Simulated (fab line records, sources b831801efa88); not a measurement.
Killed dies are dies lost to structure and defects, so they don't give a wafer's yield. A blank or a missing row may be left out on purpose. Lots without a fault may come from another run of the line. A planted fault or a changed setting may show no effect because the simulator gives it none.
Chamber matching | flow gf180mcu | GF_V5_CMP_04 on cmp-01: 4 sister chambers
The step polishes SiO2. 14 wafers are shown with their chamber, then 7 later ones without.

WAFERS WITH THEIR CHAMBER
wafer  | chamber | motor_current_A (A)
L992.3 | 1       | 13.5
L992.4 | 3       | 12.9
L992.6 | 1       | 12.9
L993.1 | 3       | 12.5
L993.2 | 1       | 13.0
L993.6 | 2       | 13.3
L994.2 | 2       | 14.2
L994.5 | 0       | 10.1
L994.6 | 1       | 13.3
L995.2 | 1       | 13.4
L995.4 | 3       | 12.8
L995.6 | 2       | 13.9
L998.3 | 0       | 9.4
L998.4 | 3       | 13.0

SIGNATURES (means of the wafers above)
reading         | chamber 0 | chamber 1 | chamber 2 | chamber 3 | scatter within a chamber
motor_current_A | 9.750     | 13.220    | 13.800    | 12.800    | 0.328
Rule: a wafer's distance from a chamber is the root of the sum, over the readings, of the square of ((its reading less the chamber's mean) divided by the reading's scatter). The wafer belongs to the nearest chamber; if the next one is less than 2 further off, it can't be placed. The scatter: the root of (the sum of the squares of (reading less its chamber's mean) over the shown wafers, divided by (wafers less chambers)).

WAFERS WITHOUT THEIR CHAMBER
wafer  | motor_current_A (A)
L998.5 | 12.8
L999.4 | 13.7
L999.5 | 12.4
L999.6 | 13.2
L107.2 | 9.8
L107.4 | 14.0
L107.5 | 13.6

WHICH CHAMBER EACH WENT THROUGH
wafer  | from the rows above          | in truth
L998.5 | can't be placed: 3 or 1      | 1
L999.4 | can't be placed: 2 or 1      | 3
L999.5 | can't be placed: 3 or 1      | 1
L999.6 | can't be placed: 1 or 3 or 2 | 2
L107.2 | 0                            | 0
L107.4 | can't be placed: 2 or 1      | 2
L107.5 | can't be placed: 2 or 1 or 3 | 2
Placed correctly: 1 of 7. Can't be placed from these rows: 6 (the true chamber is among the candidates in 5). Placed wrongly: 0.
